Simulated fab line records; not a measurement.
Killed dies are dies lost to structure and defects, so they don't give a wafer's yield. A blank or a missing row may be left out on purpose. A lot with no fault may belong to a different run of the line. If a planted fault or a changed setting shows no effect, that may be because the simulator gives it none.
Comparing a struck lot with a sound one + flow sky130 + 27 steps out of a route of 708
Sound: these wafers, L101.1, L101.2, L101.6. Struck: wafer L109.1 (left out: L109.2, L109.6 of the same lot, which were not struck); the cause appears at the end.
Order at every step that has rows: each side's tool, ch and its chambers, its first start. Under that, the readings that differ: sound wafers + struck wafers + difference of the means + sigmas: that difference in standard deviations of wafers without a fault.
alike: words and numbers the same on both sides, and readings whose means are apart by under 2 such deviations; not compared: readings that were withheld, readings missing a value for some wafer, numbers with overlapping values and no deviation given by the record, and bounds like >300 which may hide the same value.
The two part at a step that has a row with sigmas, a row that says differs or no value, or rows on one side only. Numbers that have no deviation but don't overlap get no sigmas and don't part them. Lack of a reading on every wafer of one side parts them only where that side has two or more wafers.

SKY_VIA4_ETCH_12: etches SiO2 in C4F8/O2/Ar, stops on TiN, target depth 580 nm.
  sound on rie_diel-04 ch 0,1,3, day 44 20:16; struck on rie_diel-04 ch 3, day 46 19:16
  alike: oes_product_au, rf_fwd_power_W
SKY_VIA4_STRIP_13: strips in O2/N2.
  sound on plasma_asher-01 ch 0,1, day 44 20:20; struck on plasma_asher-04 ch 0, day 46 19:21
  alike: drypump_motor_current_A, o2_flow_sccm, oes_product_au, strip_time_to_endpoint_s
  not compared: rf_hours_counter_h
then, 3 steps without rows for these wafers: SKY_VIA4_STRIP_14 (strips in post etch residue remover, time 1200 s); SKY_VIA4_CLEAN_15 (cleans in IPA, time 180 s); SKY_VIA4_CLEAN_16 (cleans in O3/DIW).
SKY_VIA4_SPUTTER_17: material TiN, target thk 20 nm, time 80 s.
  sound on pvd_sputter-02, day 44 20:55; struck on pvd_sputter-04, day 46 19:59
  alike: throttle_valve_pct
then, 1 step without rows for these wafers: SKY_VIA4_CVD_18 (deposits W, target thk 505 nm, time 152.14 s).
SKY_VIA4_RS_MEAS_19: the measuring method here is four-point-probe.
  sound on film_metro-03, day 44 21:08; struck on film_metro-02, day 46 20:11
  alike: VIA4_W_RS
SKY_VIA4_THK_MEAS_20: measures by xrf.
  sound on film_metro-03, day 44 21:15; struck on film_metro-02, day 46 20:19
  alike: VIA4_W_THK
then, 2 steps without rows for these wafers: SKY_VIA4_CMP_21 (polishes, stops on SiO2, t overpolish 25 s, target thk 0 nm); SKY_METAL5_SPUTTER_00 (material Ti, target thk 15 nm, time 10 s).
SKY_METAL5_SPUTTER_01: material TiN, target thk 20 nm, time 16.7 s.
  sound on pvd_sputter-01, day 44 21:38; struck on pvd_sputter-01, day 46 20:41
| reading                | sound          | struck | difference | sigmas |
|------------------------|----------------|--------|------------|--------|
| throttle_valve_pct (%) | 28.3 29.7 28.5 | 32.3   | +3.5       | +4     |
SKY_METAL5_SPUTTER_02: material AlCu, target thk 1150 nm, time 61.2 s.
  sound on pvd_sputter-01, day 44 21:40; struck on pvd_sputter-01, day 46 20:43
| reading                                     | sound          | struck | difference | sigmas |
|---------------------------------------------|----------------|--------|------------|--------|
| throttle_valve_pct (%)                      | 28.3 29.9 28.3 | 32.4   | +3.6       | +4     |
| model.AlCu_of_METAL5_SPUTTER_02.thk_nm (nm) | 1146 1159 1151 | 1033   | -119       |        |
then, 2 steps without rows for these wafers: SKY_METAL5_SPUTTER_03 (material Ti, target thk 5 nm, time 3.3 s); SKY_METAL5_SPUTTER_04 (material TiN, target thk 70 nm, time 58.3 s).
SKY_METAL5_RS_MEAS_05: the measuring method here is four-point-probe.
  sound on film_metro-01, day 44 21:47; struck on film_metro-01, day 46 21:07
| reading                 | sound                   | struck  | difference | sigmas |
|-------------------------|-------------------------|---------|------------|--------|
| METAL5_ALCU_RS (ohm/sq) | 0.02724 0.02689 0.02709 | 0.03019 | +0.00312   | +12    |
  not compared: hold
SKY_METAL5_THK_MEAS_06: measures by xrf.
  sound on film_metro-01, day 44 21:54; struck on film_metro-01, day 46 23:59
| reading              | sound          | struck | difference | sigmas |
|----------------------|----------------|--------|------------|--------|
| METAL5_ALCU_THK (nm) | 1159 1174 1161 | 1050   | -115       | -10    |
  not compared: hold
then, 6 steps without rows for these wafers: SKY_METAL5_HMDS_08 (prime time 60 s); SKY_METAL5_COAT_09 (resist thk 1800 nm); SKY_METAL5_SOFTBAKE_10 (time 60 s); SKY_METAL5_EXPOSE_11 (exposes mask MM5, target cd 1600 nm); SKY_METAL5_PEB_12; SKY_METAL5_DEVELOP_13 (develop time 60 s).
SKY_METAL5_DESCUM_14: chemistry O2, time 11 s.
  sound on rie_metal-02 ch 0,1, day 45 18:31; struck on rie_metal-02 ch 0, day 47 16:20
  alike: drypump_motor_current_A, oes_product_au, rf_fwd_power_W
  not compared: rf_hours_counter_h
SKY_METAL5_METAL_ETCH_15: etches the open film in Cl2/BCl3, stops on SiO2, target depth 1260 nm, time 252 s.
  sound on rie_metal-02 ch 0,1, day 45 18:34; struck on rie_metal-02 ch 0, day 47 16:22
| reading               | sound             | struck | difference | sigmas |
|-----------------------|-------------------|--------|------------|--------|
| oes_product_au (a.u.) | 0.896 0.892 0.897 | 0.856  | -0.039     | -8     |
  alike: bcl3_flow_sccm, drypump_motor_current_A, rf_fwd_power_W, throttle_valve_pct
  not compared: rf_hours_counter_h
then, 1 step without rows for these wafers: SKY_METAL5_STRIP_16 (strips in O2/N2).
SKY_PAD_OPEN_PROBE_99:
  sound on prober-02, day 47 14:22; struck on prober-02, day 49 09:10
| reading                      | sound                   | struck  | difference | sigmas |
|------------------------------|-------------------------|---------|------------|--------|
| model.etest.met5.rs_ohm_sq   | 0.0274 0.02703 0.02705  | 0.03011 | +0.00295   |        |
| model.etest.met5.line_ohm_um | 0.01715 0.01684 0.01682 | 0.01871 | +0.00177   |        |
  alike: defect_limited_yield, killed_at_M0_to_M3, killed_at_M4_up, killed_at_contacts, killed_at_front_end, killed_dies, killed_open, killed_short, sort_bin_3_pad_short, sort_bin_5_function, sort_bin_6_memory, sort_n_pass, sort_yield_pct

WHERE THEY PART
At SKY_METAL5_SPUTTER_01 first; at SKY_METAL5_METAL_ETCH_15 last (within this record only). Later steps at which nothing parts them and some readings are alike: SKY_PAD_OPEN_PROBE_99.

WHY: what the simulator had put in
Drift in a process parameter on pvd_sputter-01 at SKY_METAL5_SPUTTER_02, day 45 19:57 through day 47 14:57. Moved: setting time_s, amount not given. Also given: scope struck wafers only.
